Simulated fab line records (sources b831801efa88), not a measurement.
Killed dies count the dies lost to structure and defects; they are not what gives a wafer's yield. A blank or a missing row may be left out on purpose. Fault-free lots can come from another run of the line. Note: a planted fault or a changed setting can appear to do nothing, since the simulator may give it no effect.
fab line records ; flow sfq_line
[record] lots = 7; wafers = 19; last_day = 85
route steps=325 shown M4@152 I4@163
lots that met no fault: taken from a fault-free run of the same line
start_h: the number of hours between the record's first day and the start of the first shown wafer of the lot ; wait_h: hours elapsed since this lot's preceding step ; " the same as in the row above ; L1.1+2: a row that stands for several wafers ; - no value, or no start was given ; * or withheld: withheld ; < > ~ a bound
route shown NAME@n: a module of which the file shows steps, and the number in the route of the first ; usual: mean/standard deviation of fault-free wafers ; same: alike in all rows ; chamber/n: place in a boat ; sites: readings site by site ; _std_site: standard deviation across them ; _edge_site: inner sites' mean taken away from outer sites' mean ; radius_mm: how far each site lies from the wafer's centre ; mask NAME#n: copy n ; behind: tool/chamber where the wafer was last shaped ; hold: why the lot went on hold/how many hours it stayed there/how the hold came to an end ; device: names the non-switching transistor (n, p or np) ; end of line: the route-end tests of the same wafers ; a step given without rows: its recipe and nothing more ; killed: dies lost to structure and defects at the first sort, not the wafer's yield ; map: a wafer's dies, x killed, . not, _ none there
set.NAME: the setting as run; set.NAME@STEP: as run at that earlier step ; model.NAME: the simulator's own value behind a step, which no gauge read
a table for each step, a row for each wafer; lots at some steps of the route
services: a tool's chamber out of use, with start hour (start_h, from the record's first day; less than 0 if before it), hours out, and reason
[[steps]]
[step SFQ_TRILAYER_M4_LITHO_COAT_098]
[recipe] resist = BARC; spin_rpm = 3000; resist_thk_nm = 62
[step SFQ_TRILAYER_M4_LITHO_COAT_093]
[recipe] resist = KrF; spin_rpm = 3000; resist_thk_nm = 600
[step SFQ_TRILAYER_M4_LITHO_SOFTBAKE_097]
[recipe] temp_c = withheld; time_s = withheld; resist = KrF
[step SFQ_TRILAYER_M4_LITHO_EXPOSE_094]
[recipe] mask_id = M4; na = 0.6; source_shape = conventional; sigma_outer = 0.65; target_cd_nm = 500; dose_mj = 14.4
[step SFQ_TRILAYER_M4_LITHO_PEB_096]
[recipe] peb_temp_c = 115; peb_time_s = 60; resist = KrF
[step SFQ_TRILAYER_M4_LITHO_DEVELOP_095]
[recipe] time_s = 60; resist = KrF
[step SFQ_M4_OVL_MEAS_926]
[usual] M4_OVL = -4/5.2
lot.wafer;tool;chamber;start_h;wait_h;M4_OVL[nm]
L415.2;overlay-01;-;982.27;0.1;-7
L415.4;overlay-01;-;982.27;0.1;-5
L415.6;overlay-01;-;982.27;0.1;-7
L416.2;overlay-01;-;983.47;0.1;-11
L416.3;overlay-01;-;983.47;0.1;-13
L416.5;overlay-01;-;983.47;0.1;-8
L417.2;overlay-02;-;993.08;0.1;3
L417.5;overlay-02;-;993.08;0.1;0
L417.6;overlay-02;-;993.08;0.1;4
L422.1;overlay-02;-;1069.76;0.1;-1
L422.4;overlay-02;-;1069.76;0.1;-5
L422.6;overlay-02;-;1069.76;0.1;-2
L423.2;overlay-02;-;1073.36;0.1;-2
L423.6;overlay-02;-;1073.36;0.1;1
L424.3;overlay-02;-;1074.57;0.1;-3
L424.4;overlay-02;-;1074.57;0.1;-1
L430.4;overlay-02;-;1210.46;0.1;-1
L430.5;overlay-02;-;1210.46;0.1;-6
L430.6;overlay-02;-;1210.46;0.1;-6
[step SFQ_TRILAYER_M4_BARC_OPEN_METAL_ETCH_123]
[recipe] mask_material = PR; chemistry = O2; target_depth_nm = 125; target = BARC; icp_w = 600; bias_w = 80; pressure_mtorr = 10; time_s = 41.7
[usual] drypump_motor_current_A = 5.9/0.47; he_backside_leak_sccm = 3.5/0.34; oes_product_au = 0.685/0.0045
lot.wafer;tool;chamber;start_h;wait_h;drypump_motor_current_A;he_backside_leak_sccm;oes_product_au;rf_hours_counter_h
L415.2;rie_metal-03;0;982.30;0.0;6.2;3.5;0.694;107
L415.4;rie_metal-03;0;982.30;0.0;6.2;3.5;0.679;-
L415.6;rie_metal-03;0;982.30;0.0;6.2;3.6;0.689;-
L416.2;rie_metal-01;1;983.50;0.0;5.3;3.6;0.685;101
L416.3;rie_metal-01;1;983.50;0.0;5.3;3.2;0.686;-
L416.5;rie_metal-01;0;983.50;0.0;5.6;3.5;0.684;-
L417.2;rie_metal-01;0;993.11;0.0;5.5;3.4;0.682;86
L417.5;rie_metal-01;1;993.11;0.0;5.3;3.4;0.688;-
L417.6;rie_metal-01;0;993.11;0.0;5.6;3.6;0.681;-
L422.1;rie_metal-03;0;1069.79;0.0;6.2;3.6;0.674;121
L422.4;rie_metal-03;1;1069.79;0.0;6.6;3.6;0.681;-
L422.6;rie_metal-03;1;1069.79;0.0;6.6;3.4;0.679;-
L423.2;rie_metal-02;1;1073.39;0.0;6.2;3.3;0.690;52
L423.6;rie_metal-02;0;1073.39;0.0;5.4;3.3;0.678;-
L424.3;rie_metal-03;1;1074.61;0.0;6.6;3.4;0.677;-
L424.4;rie_metal-03;0;1074.61;0.0;6.2;3.7;0.691;-
L430.4;rie_metal-02;1;1210.49;0.0;6.2;3.3;0.685;-
L430.5;rie_metal-02;1;1210.49;0.0;6.2;3.3;0.688;-
L430.6;rie_metal-02;0;1210.49;0.0;5.4;3.2;0.687;-
[step SFQ_TRILAYER_M4_ETCH_METAL_ETCH_096]
[recipe] target = Nb; stop_on = SiO2; mask_material = PR; chemistry = Cl2/Ar; target_depth_nm = 240; icp_w = 600; bias_w = 80; pressure_mtorr = 10; time_s = 120
[usual] drypump_motor_current_A = 5.9/0.47; he_backside_leak_sccm = 3.44/0.2; oes_product_au = 0.896/0.0077
lot.wafer;tool;chamber;start_h;wait_h;drypump_motor_current_A;he_backside_leak_sccm;oes_product_au;rf_hours_counter_h
L415.2;rie_metal-03;0;982.36;0.0;6.2;3.52;0.908;107
L415.4;rie_metal-03;0;982.36;0.0;6.2;3.64;0.887;-
L415.6;rie_metal-03;0;982.36;0.0;6.2;3.57;0.896;-
L416.2;rie_metal-01;1;983.56;0.0;5.3;3.47;0.905;101
L416.3;rie_metal-01;1;983.56;0.0;5.3;3.35;0.897;-
L416.5;rie_metal-01;0;983.56;0.0;5.6;3.39;0.887;-
L417.2;rie_metal-01;0;993.17;0.0;5.6;3.27;0.900;86
L417.5;rie_metal-01;1;993.17;0.0;5.3;3.34;0.889;-
L417.6;rie_metal-01;0;993.17;0.0;5.5;3.63;0.894;-
L422.1;rie_metal-03;0;1069.85;0.0;6.2;3.54;0.901;121
L422.4;rie_metal-03;1;1069.85;0.0;6.6;3.61;0.889;-
L422.6;rie_metal-03;1;1069.85;0.0;6.6;3.53;0.894;-
L423.2;rie_metal-02;1;1073.45;0.0;6.2;3.30;0.888;52
L423.6;rie_metal-02;0;1073.45;0.0;5.4;3.37;0.889;-
L424.3;rie_metal-03;1;1074.69;0.1;6.6;3.36;0.893;-
L424.4;rie_metal-03;0;1074.69;0.1;6.2;3.65;0.902;-
L430.4;rie_metal-02;1;1210.58;0.1;6.2;3.29;0.899;-
L430.5;rie_metal-02;1;1210.58;0.1;6.2;2.96;0.903;-
L430.6;rie_metal-02;0;1210.58;0.1;5.4;3.26;0.904;-
[step SFQ_TRILAYER_M4_STRIP_STRIP_097]
[recipe] gas = O2; power_w = 200; platen_temp_c = 40; overash_fraction = 0.65; chemistry = O2; pressure_mtorr = 50
[usual] drypump_motor_current_A = 5.9/0.47; he_backside_leak_sccm = 3.46/0.28; oes_product_au = 1.005/0.011
lot.wafer;tool;chamber;start_h;wait_h;drypump_motor_current_A;he_backside_leak_sccm;oes_product_au;rf_hours_counter_h
L415.2;rie_metal-03;0;982.48;0.1;6.2;3.53;1.004;107
L415.4;rie_metal-03;0;982.48;0.1;6.2;3.52;1.011;-
L415.6;rie_metal-03;0;982.48;0.1;6.2;3.68;1.013;-
L416.2;rie_metal-01;1;983.68;0.1;5.3;3.50;0.985;101
L416.3;rie_metal-01;1;983.68;0.1;5.3;3.71;0.986;-
L416.5;rie_metal-01;0;983.68;0.1;5.6;3.57;0.991;-
L417.2;rie_metal-01;0;993.30;0.1;5.5;3.87;0.992;86
L417.5;rie_metal-01;1;993.30;0.1;5.3;3.28;0.986;-
L417.6;rie_metal-01;0;993.30;0.1;5.5;3.65;0.992;-
L422.1;rie_metal-03;0;1069.98;0.1;6.2;3.64;1.004;121
L422.4;rie_metal-03;1;1069.98;0.1;6.6;3.60;1.010;-
L422.6;rie_metal-03;1;1069.98;0.1;6.5;3.58;1.007;-
L423.2;rie_metal-02;1;1073.58;0.1;6.2;3.49;1.011;52
L423.6;rie_metal-02;0;1073.58;0.1;5.4;3.08;1.004;-
L424.3;rie_metal-03;1;1074.98;0.2;6.5;3.65;1.023;-
L424.4;rie_metal-03;0;1074.98;0.2;6.2;3.73;1.008;-
L430.4;rie_metal-02;1;1210.86;0.2;6.2;3.37;1.020;-
L430.5;rie_metal-02;1;1210.86;0.2;6.2;3.29;1.019;-
L430.6;rie_metal-02;0;1210.86;0.2;5.4;3.15;1.025;-
[step SFQ_TRILAYER_M4_STRIP_SOLV_CLEAN_098]
[recipe] chemistry = NMP; temp_c = 70; time_s = 600
[step SFQ_TRILAYER_I4_DEP_PECVD_099]
[recipe] material = SiO2; temp_c = 150; time_s = 111.11; pressure_torr = 2.4; rf_w = 183.3; precursor = SiH4/N2O; target_thk_nm = 500
[usual] chamber_pressure_Torr = 2.401/0.0053; heater_power_w = 84/22; throttle_valve_pct = 23.6/0.8
lot.wafer;tool;chamber;start_h;wait_h;chamber_pressure_Torr;heater_power_w;throttle_valve_pct
L415.2;pecvd-02;1;983.26;0.0;2.400;91;24.3
L415.4;pecvd-02;1;983.26;0.0;2.399;91;24.1
L415.6;pecvd-02;0;983.26;0.0;2.396;77;24.9
L416.2;pecvd-01;0;984.46;0.0;2.404;57;21.6
L416.3;pecvd-01;1;984.46;0.0;2.391;117;23.2
L416.5;pecvd-01;2;984.46;0.0;2.402;98;22.7
L417.2;pecvd-02;0;994.07;0.0;2.392;75;24.6
L417.5;pecvd-02;2;994.07;0.0;2.403;96;24.3
L417.6;pecvd-02;1;994.07;0.0;2.397;82;24.2
L422.1;pecvd-02;0;1070.75;0.0;2.404;68;25.2
L422.4;pecvd-02;0;1070.75;0.0;2.405;71;25.1
L422.6;pecvd-02;2;1070.75;0.0;2.392;110;24.1
L423.2;pecvd-02;1;1074.35;0.0;2.406;94;24.3
L423.6;pecvd-02;0;1074.35;0.0;2.394;72;25.2
L424.3;pecvd-01;2;1075.55;0.0;2.405;99;23.3
L424.4;pecvd-01;0;1075.55;0.0;2.405;52;22.2
L430.4;pecvd-01;0;1211.47;0.0;2.400;54;22.6
L430.5;pecvd-01;1;1211.47;0.0;2.394;101;24.0
L430.6;pecvd-01;2;1211.47;0.0;2.399;98;23.8
[step SFQ_TRILAYER_I4_CMP_CMP_100]
[recipe] material = SiO2; down_force_psi = 3; platen_rpm = 60; pad_velocity_m_s = 0.94248
[usual] motor_current_A = 10.0/0.57; time_to_endpoint_s = 217/9.3
lot.wafer;tool;chamber;start_h;wait_h;motor_current_A;time_to_endpoint_s
L415.4;cmp-01;3;997.38;14.0;9.5;215
L415.2;cmp-01;1;998.38;15.1;9.7;223
L415.6;cmp-01;3;999.38;16.0;9.5;222
L416.3;cmp-02;1;998.26;13.8;10.0;204
L416.2;cmp-02;2;998.26;13.8;10.9;220
L416.5;cmp-02;1;1000.26;15.7;9.7;221
L417.2;cmp-02;2;1007.76;13.7;10.7;220
L417.6;cmp-02;0;1008.76;14.6;9.3;212
L417.5;cmp-02;1;1008.76;14.6;10.0;211
L422.4;cmp-02;2;1073.30;2.5;10.7;125
L422.1;cmp-02;0;1074.30;3.5;9.4;211
L422.6;cmp-02;1;1074.30;3.5;9.8;211
L423.2;cmp-02;0;1078.80;4.4;9.0;116
L423.6;cmp-02;0;1080.80;6.4;9.4;222
L424.3;cmp-02;1;1082.30;6.7;10.1;194
L424.4;cmp-02;3;1083.30;7.7;9.4;112
L430.4;cmp-01;3;1215.56;4.0;9.5;232
L430.5;cmp-01;2;1217.06;5.5;10.1;228
L430.6;cmp-01;3;1217.06;5.5;9.8;217
[step SFQ_I4_BOW_MEAS_927]
[recipe] mode = bow
[usual] I4_BOW = 0/8.1
lot.wafer;tool;chamber;start_h;wait_h;I4_BOW[um]
L415.2;film_metro-04;-;1000.40;1.5;-9
L415.4;film_metro-04;-;1000.40;1.5;1
L415.6;film_metro-04;-;1000.40;1.5;-2
L416.2;film_metro-01;-;1000.78;1.5;-5
L416.3;film_metro-01;-;1000.78;1.5;-8
L416.5;film_metro-01;-;1000.78;1.5;-9
L417.2;film_metro-01;-;1009.78;1.5;0
L417.5;film_metro-01;-;1009.78;1.5;-6
L417.6;film_metro-01;-;1009.78;1.5;1
L422.1;film_metro-02;-;1075.80;1.0;7
L422.4;film_metro-02;-;1075.80;1.0;8
L422.6;film_metro-02;-;1075.80;1.0;12
L423.2;film_metro-02;-;1081.82;2.5;5
L423.6;film_metro-02;-;1081.82;2.5;4
L424.3;film_metro-04;-;1084.84;2.0;-4
L424.4;film_metro-04;-;1084.84;2.0;-2
L430.4;film_metro-01;-;1218.12;2.1;5
L430.5;film_metro-01;-;1218.12;2.1;-7
L430.6;film_metro-01;-;1218.12;2.1;0
[[services]]
tool;chamber;start_h;hours;kind
rie_metal-01;1;976.91;1.0;repair
rie_metal-03;0;985.05;1.3;repair
rie_metal-01;1;994.76;3.1;repair
cmp-02;-;1059.85;2.7;repair
cmp-01;-;1072.96;3.1;repair
cmp-02;-;1090.80;4.9;pm
cmp-02;-;1095.68;4.0;pm
cmp-02;-;1099.68;-;consumable_replace:conditioner
cmp-01;-;1118.63;1.6;repair
rie_metal-02;0;1119.61;12.4;repair
cmp-01;-;1123.60;4.9;pm
cmp-02;-;1137.66;2.8;repair
cmp-01;-;1143.46;3.3;pm
pecvd-02;-;1163.96;2.8;pm
rie_metal-03;0;1186.80;-;clean
rie_metal-03;0;1186.80;-;consumable_replace:focus_ring
rie_metal-03;0;1186.80;20.1;scheduled_down
rie_metal-03;0;1186.80;20.1;vent_cycle
rie_metal-01;1;1205.47;-;clean
rie_metal-01;1;1205.47;-;consumable_replace:focus_ring
rie_metal-01;1;1205.47;26.4;scheduled_down
rie_metal-01;1;1205.47;26.4;vent_cycle
cmp-02;-;1211.62;13.2;pm
rie_metal-03;-;1213.56;0.3;repair
[[key]]
[first_sign] step = SFQ_TRILAYER_I4_CMP_CMP_100; reading = time_to_endpoint_s; direction = down; sigmas = 11; usual = *; struck = *
effect none on later readings
met_at SFQ_TRILAYER_I4_CMP_CMP_100
struck_wafers L422.4,L423.2,L424.4
[fault] kind = process_parameter_drift; tool = cmp-02; chamber = -; onset_h = 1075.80; steps = SFQ_TRILAYER_I4_CMP_CMP_100; channel = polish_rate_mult; offset = 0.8; shape = step; end_h = 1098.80; scope = struck_wafers_only
